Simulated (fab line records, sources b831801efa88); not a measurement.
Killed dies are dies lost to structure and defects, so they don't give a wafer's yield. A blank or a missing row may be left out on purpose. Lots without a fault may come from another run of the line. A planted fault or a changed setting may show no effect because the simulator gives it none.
fab line records | flow gf180mcu
record lots=13 wafers=38 last_day=34
route steps=602 shown STI@24 POLY_GATE@168 CONTACT@303 M3@412
lots that met no fault: from a run of the same line without faults
start_h: hours from the record's first day to the start of the lot's first wafer shown | wait_h: hours since the lot's step before | " the same as in the row above | L1.1+2: a row that stands for several wafers | - no value, or no start given | * or withheld: withheld | < > ~ a bound
route shown NAME@n: a module of which the file shows steps, and the number in the route of the first | usual: mean/standard deviation of fault-free wafers | same: alike in all rows | chamber/n: place in a boat | sites: the reading at each site | _std_site: their standard deviation | _edge_site: outer sites' mean less inner sites' | radius_mm: how far each site lies from the wafer's centre | mask NAME#n: copy n | behind: the tool/chamber that last shaped the wafer | hold: why the lot was held/for how many hours/how that ended | device: the transistor (n, p or np) that didn't switch | end of line: the same wafers' tests at the end of the route | a step without rows: its recipe alone | killed: dies lost to structure and defects at the first sort, not the wafer's yield | map: a wafer's dies, x killed, . not, _ none there
set.NAME: the setting as run; set.NAME@STEP: as run at that earlier step | model.NAME: the simulator's own value behind a step, which no gauge read
steps of the route over a sample of lots; a table a step, a row a wafer
services: from which hour (start_h, from the record's first day; less than 0 if before it) a tool's chamber was out of use, for how many hours, and why
## steps
# step GF_STI_CVD_23
# recipe material=SiO2 target_thk_nm=650 sigma_open_frac=0.3 time_s=108.3 temp_c=600 sih4_flow_sccm=60 pressure_mtorr=6
# columns lot.wafer tool chamber start_h wait_h
L512.2+3+6 hdpcvd-01 0,1,0 27.47 0.0
L514.1+4+5 hdpcvd-02 0,2,1 39.08 0.1
L516.2+3+4 hdpcvd-01 1,0,1 49.05 0.0
L517.1+2+5 hdpcvd-02 2,1,2 52.70 0.1
L518.3+4+6 hdpcvd-02 2,0,1 58.27 0.0
L519.4+5+6 hdpcvd-01 1,0,2 63.45 0.1
L520.2+3+6 hdpcvd-02 1,2,0 70.30 0.0
L521.1+2+5 hdpcvd-01 2,1,2 79.96 0.1
L522.4+6 hdpcvd-02 0,2 80.00 0.1
L525.1+3+5 hdpcvd-02 0,2,1 99.73 0.1
L531.1+4+6 hdpcvd-01 0,1,0 125.19 0.1
L534.2+4+5 hdpcvd-01 2,2,0 142.29 0.0
L535.3+4+5 hdpcvd-01 2,0,2 145.97 0.0
# step GF_STI_THK_MEAS_24
# recipe reads=SiO2_of_STI_CVD_23
# usual STI_CVD_23_THK=651/7.3
# columns lot.wafer tool chamber start_h wait_h STI_CVD_23_THK[nm]
L512.2 film_metro-02 - 27.56 0.0 665
L512.3 " - " " 655
L512.6 " - " " 670
L514.1 film_metro-04 - 39.16 0.0 647
L514.4 " - " " 651
L514.5 " - " " 652
L516.2 film_metro-04 - 49.14 0.0 645
L516.3 " - " " 659
L516.4 " - " " 645
L517.1 film_metro-02 - 52.78 0.0 644
L517.2 " - " " 657
L517.5 " - " " 644
L518.3 film_metro-02 - 58.37 0.1 640
L518.4 " - " " 644
L518.6 " - " " 657
L519.4 film_metro-04 - 63.52 0.0 647
L519.5 " - " " 665
L519.6 " - " " 642
L520.2 film_metro-02 - 70.39 0.0 650
L520.3 " - " " 642
L520.6 " - " " 641
L521.1 film_metro-03 - 80.07 0.1 642
L521.2 " - " " 646
L521.5 " - " " 651
L522.4 film_metro-02 - 80.15 0.1 653
L522.6 " - " " 863
L525.1 film_metro-04 - 99.81 0.0 868
L525.3 " - " " 658
L525.5 " - " " 648
L531.1 film_metro-04 - 125.27 0.0 668
L531.4 " - " " 647
L531.6 " - " " 662
L534.2 film_metro-03 - 142.37 0.0 652
L534.4 " - " " 657
L534.5 " - " " 667
L535.3 film_metro-02 - 146.07 0.1 643
L535.4 " - " " 656
L535.5 " - " " 650
# step GF_STI_CMP_25
# recipe stop_on=Si3N4 t_overpolish_s=33 down_force_psi=4 platen_rpm=60 target_thk_nm=524.6 pad_velocity_m_s=0.94248
# usual motor_current_A=11.8/1 platen_rpm=60.00/0.043 time_to_endpoint_s=124/4.9
# columns lot.wafer tool chamber start_h wait_h motor_current_A platen_rpm time_to_endpoint_s
L512.2 cmp-02 0 27.61 0.0 10.3 59.96 133
L512.3 " 1 " " 10.1 59.98 125
L512.6 " 0 " " 10.2 60.05 132
L514.1 cmp-01 0 39.22 0.1 11.5 60.02 112
L514.4 " 2 " " 11.8 59.98 122
L514.5 " 0 " " 11.7 60.04 119
L516.3 cmp-01 1 49.19 0.0 12.8 59.91 124
L516.2 " 3 " " 12.8 59.98 122
L516.4 " 0 " " 12.1 60.02 120
L517.2 cmp-01 3 53.17 0.4 13.0 59.97 123
L517.1 " 0 " " 11.4 59.98 118
L517.5 " 2 " " 12.1 59.98 125
L518.3 cmp-01 3 58.46 0.1 12.6 60.00 121
L518.4 " 0 " " 11.2 60.04 121
L518.6 " 2 " " 11.1 60.03 126
L519.4 cmp-02 2 63.70 0.2 12.9 59.97 117
L519.6 " 3 " " 10.8 60.00 123
L519.5 " 0 " " 9.6 59.98 133
L520.2 cmp-01 1 70.44 0.0 12.8 60.05 123
L520.3 " 3 " " 12.2 60.05 121
L520.6 " 1 " " 12.8 60.05 119
L521.1 cmp-01 3 80.18 0.1 13.0 59.98 127
L521.2 " 0 " " 11.9 60.04 131
L521.5 " 3 " " 13.2 60.00 129
L522.4 cmp-02 1 80.33 0.2 10.6 60.03 122
L522.6 " 3 " " 11.3 59.97 173
L525.1 cmp-01 1 99.87 0.1 12.5 60.10 157
L525.3 " 0 " " 11.8 60.06 121
L525.5 " 1 " " 13.6 59.97 121
L531.1 cmp-02 0 125.38 0.1 9.9 60.06 133
L531.4 " 2 " " 12.7 59.99 123
L531.6 " 0 " " 10.4 59.96 135
L534.4 cmp-01 3 142.47 0.1 12.6 60.00 124
L534.2 " 0 " " 12.0 59.96 125
L534.5 " 3 " " 12.5 59.96 127
L535.4 cmp-01 1 146.26 0.2 13.5 60.01 126
L535.3 " 2 " " 12.2 59.98 122
L535.5 " 0 " " 11.7 59.98 125
# step GF_POLY_GATE_OVL_MEAS_11
# usual POLY_GATE_OVL=-1/6.6
# columns lot.wafer tool chamber start_h wait_h POLY_GATE_OVL[nm]
L512.2 overlay-02 - 193.89 0.1 4
L512.3 " - " " -2
L512.6 " - " " 5
L514.1 overlay-01 - 209.69 0.1 3
L514.4 " - " " 5
L514.5 " - " " -2
L516.2 overlay-01 - 224.70 0.1 -4
L516.3 " - " " -15
L516.4 " - " " -6
L517.1 overlay-02 - 230.07 0.1 -16
L517.2 " - " " -14
L517.5 " - " " -14
L518.3 overlay-01 - 239.38 0.1 -1
L518.4 " - " " -3
L518.6 " - " " -4
L519.4 overlay-02 - 243.34 0.1 -10
L519.5 " - " " -6
L519.6 " - " " 0
L520.2 overlay-02 - 261.88 0.1 5
L520.3 " - " " 2
L520.6 " - " " 11
L521.1 overlay-02 - 276.54 0.1 3
L521.2 " - " " 0
L521.5 " - " " 3
L522.4 overlay-02 - 281.14 0.1 6
L522.6 " - " " 13
L525.1 overlay-01 - 299.54 0.1 -11
L525.3 " - " " -10
L525.5 " - " " -5
L531.1 overlay-02 - 332.42 0.1 5
L531.4 " - " " 8
L531.6 " - " " 4
L534.2 overlay-02 - 358.49 0.1 2
L534.4 " - " " 7
L534.5 " - " " 4
L535.3 overlay-01 - 364.55 0.1 -7
L535.4 " - " " -6
L535.5 " - " " -4
# step GF_CONTACT_ETCH_16
# recipe chemistry=N2/H2 target_depth_a=withheld overetch_a=withheld time_s=withheld target=BARC ion_energy_ev=200 source_w=500 bias_w=100 pressure_mtorr=30 n2_flow_sccm=100 h2_flow_sccm=200
# usual drypump_motor_current_A=5.8/0.51 oes_product_au=0.855/0.0049 throttle_valve_pct=13.224/0.0088
# columns lot.wafer tool chamber start_h wait_h drypump_motor_current_A oes_product_au throttle_valve_pct
L512.2 rie_diel-04 0 357.87 0.0 6.1 0.857 13.229
L512.3 " 3 " " 5.3 0.854 13.209
L512.6 " 2 " " 5.8 0.850 13.221
L514.1 rie_diel-01 2 378.05 0.0 6.6 0.862 13.236
L514.4 " 0 " " 6.0 0.863 13.216
L514.5 " 3 " " 6.1 0.854 13.224
L516.2 rie_diel-02 2 395.83 0.0 5.7 0.862 13.230
L516.3 " 3 " " 5.2 0.856 13.227
L516.4 " 0 " " 5.7 0.849 13.208
L517.1 rie_diel-02 2 404.92 0.0 5.7 0.846 13.214
L517.2 " 1 " " 6.4 0.846 13.212
L517.5 " 3 " " 5.2 0.856 13.219
L518.3 rie_diel-02 0 416.82 0.0 5.7 0.859 13.223
L518.4 " 2 " " 5.7 0.849 13.229
L518.6 " 3 " " 5.2 0.853 13.233
L519.4 rie_diel-04 2 425.15 0.0 5.7 0.855 13.222
L519.5 " 0 " " 6.1 0.856 13.225
L519.6 " 3 " " 5.3 0.856 13.213
L520.2 rie_diel-04 0 443.75 0.0 6.1 0.854 13.211
L520.3 " 1 " " 4.6 0.861 13.240
L520.6 " 1 " " 4.6 0.860 13.228
L521.1 rie_diel-02 1 465.47 0.0 6.4 0.854 13.227
L521.2 " 0 " " 5.7 0.853 13.219
L521.5 " 0 " " 5.7 0.853 13.223
L522.4 rie_diel-02 3 469.02 0.0 5.2 0.857 13.217
L522.6 " 2 " " 5.7 0.848 13.221
L525.1 rie_diel-01 0 492.88 0.0 6.0 0.852 13.225
L525.3 " 3 " " 6.2 0.859 13.233
L525.5 " 1 " " 6.5 0.847 13.225
L531.1 rie_diel-01 1 528.50 0.0 6.5 0.855 13.227
L531.4 " 2 " " 6.6 0.859 13.244
L531.6 " 1 " " 6.5 0.859 13.232
L534.2 rie_diel-02 3 555.62 0.0 5.2 0.851 13.227
L534.4 " 0 " " 5.7 0.855 13.244
L534.5 " 2 " " 5.6 0.855 13.221
L535.3 rie_diel-02 0 559.15 0.0 5.7 0.848 13.228
L535.4 " 1 " " 6.4 0.852 13.215
L535.5 " 1 " " 6.4 0.853 13.211
# step GF_M3_SPUTTER_03
# recipe material=Ti target_thk_nm=10 substrate_temp_c=300 chamber_pressure_pa=0.3 power_w=3000 time_s=6.7
# usual throttle_valve_pct=29.6/0.64
# columns lot.wafer tool chamber start_h wait_h throttle_valve_pct
L512.2 pvd_sputter-04 - 459.44 0.0 29.3
L512.3 " - " " 30.2
L512.6 " - " " 29.7
L514.1 pvd_sputter-03 - 481.74 0.0 29.0
L514.4 " - " " 29.4
L514.5 " - " " 28.8
L516.2 pvd_sputter-03 - 500.22 0.0 29.5
L516.3 " - " " 29.5
L516.4 " - " " 28.8
L517.1 pvd_sputter-03 - 509.03 0.0 29.2
L517.2 " - " " 28.9
L517.5 " - " " 29.4
L518.3 pvd_sputter-03 - 519.97 0.0 29.4
L518.4 " - " " 29.2
L518.6 " - " " 29.4
L519.4 pvd_sputter-02 - 529.39 0.0 30.3
L519.5 " - " " 30.7
L519.6 " - " " 30.2
L520.2 pvd_sputter-03 - 545.94 0.0 29.6
L520.3 " - " " 29.2
L520.6 " - " " 29.5
L521.1 pvd_sputter-04 - 566.88 0.0 30.4
L521.2 " - " " 29.6
L521.5 " - " " 29.2
L522.4 pvd_sputter-04 - 568.98 0.0 29.5
L522.6 " - " " 29.4
L525.1 pvd_sputter-03 - 590.60 0.0 29.1
L525.3 " - " " 28.9
L525.5 " - " " 29.1
L531.1 pvd_sputter-02 - 622.81 0.0 28.3
L531.4 " - " " 30.7
L531.6 " - " " 28.4
L534.2 pvd_sputter-03 - 646.29 0.0 29.0
L534.4 " - " " 29.4
L534.5 " - " " 29.6
L535.3 pvd_sputter-03 - 650.69 0.0 29.7
L535.4 " - " " 28.7
L535.5 " - " " 29.4
## services
# columns tool chamber start_h hours kind
pvd_sputter-03 - 48.09 0.6 repair
cmp-01 - 64.00 4.0 pm
cmp-01 - 129.67 2.7 repair
cmp-01 - 174.59 21.2 pm
cmp-01 - 200.63 0.3 repair
cmp-01 - 221.44 3.3 pm
cmp-01 - 228.31 4.6 pm
cmp-01 - 259.51 1.2 repair
cmp-01 - 268.08 1.2 repair
cmp-01 - 274.63 0.4 repair
cmp-01 - 296.09 0.9 repair
cmp-01 - 309.65 0.7 repair
cmp-01 - 318.37 0.9 repair
cmp-01 - 323.23 3.6 repair
cmp-01 - 354.44 1.3 repair
cmp-01 - 377.93 0.4 repair
cmp-01 - 397.91 0.5 repair
cmp-01 - 404.00 4.0 pm
cmp-01 - 438.16 0.7 repair
pvd_sputter-03 - 521.86 11.9 repair
cmp-01 - 584.21 2.3 repair
cmp-01 - 597.31 5.2 pm
cmp-01 - 604.11 1.0 repair
cmp-01 - 628.39 4.1 repair
## key
first_sign step=GF_STI_THK_MEAS_24 reading=STI_CVD_23_THK direction=up sigmas=30 usual=651 struck=866
effect step=GF_STI_CMP_25 reading=time_to_endpoint_s direction=up sigmas=8.4 usual=* struck=*
met_at GF_STI_CVD_23
struck_lots L522,L525
struck_wafers L522.6,L525.1
tester_left_out L522,L525
not_acting_at GF_POLY_GATE_OVL_MEAS_11,GF_CONTACT_ETCH_16,GF_M3_SPUTTER_03
onset_between 70.30 80.00
fault kind=process_parameter_drift tool=hdpcvd-02 chamber=- onset_h=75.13 steps=GF_STI_CVD_23 channel=target_thk_nm offset=218.8 shape=step end_h=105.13 scope=struck_wafers_only acts_in=these_recipes_only stated=650
# tester_left_out: of these lots the tester's yield and bins aren't shown, on N5 and GAA mostly nor the transistor test; their killed dies are dies lost to structure and defects alone, not to doping, threshold or leakage, so they don't give the yield
